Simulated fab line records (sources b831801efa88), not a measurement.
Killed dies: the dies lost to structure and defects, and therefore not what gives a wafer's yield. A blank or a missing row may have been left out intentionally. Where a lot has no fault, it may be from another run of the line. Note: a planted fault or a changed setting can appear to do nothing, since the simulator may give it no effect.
Matching of chambers	flow gf180mcu	3 sister chambers for GF_STI_CVD_23 on hdpcvd-01
The step deposits SiO2, target thk 650 nm, time 108.3 s. 6 wafers are shown with their chamber, then 7 later ones without.

## WAFERS PAIRED WITH THEIR CHAMBERS
wafer	chamber	susceptor_temp_C (C)
L310.4	1	600.17
L311.4	1	599.77
L311.5	0	600.64
L311.6	2	599.94
L314.1	2	600.47
L314.3	0	599.69

## WAFERS MISSING THEIR CHAMBER
wafer	susceptor_temp_C (C)
L314.5	600.04
L315.1	599.81
L315.2	600.45
L315.6	600.27
L329.2	599.50
L329.4	599.58
L329.6	600.34

## EACH ONE'S CHAMBER
wafer	from the rows above	in truth
L314.5	can't be placed: 1 or 0 or 2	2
L315.1	can't be placed: 1 or 0 or 2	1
L315.2	can't be placed: 2 or 0 or 1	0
L315.6	can't be placed: 2 or 0 or 1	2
L329.2	can't be placed: 1 or 0 or 2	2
L329.4	can't be placed: 1 or 0 or 2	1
L329.6	can't be placed: 2 or 0 or 1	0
Correct placement for 0 of the 7. Unplaceable from these rows: 7, with the true chamber sitting among the candidates in 7. Number placed wrongly: 0.
How it was worked out, from the rows above alone: a wafer's distance from a chamber is the root of the sum, over the readings, of the square of ((its reading less the chamber's mean) divided by the reading's scatter). The wafer belongs to the nearest chamber; if the next one is less than 2 further off, it can't be placed. A chamber's mean is the mean of its shown wafers. The scatter: the root of (the sum of the squares of (reading less its chamber's mean) over the shown wafers, divided by (wafers less chambers)).
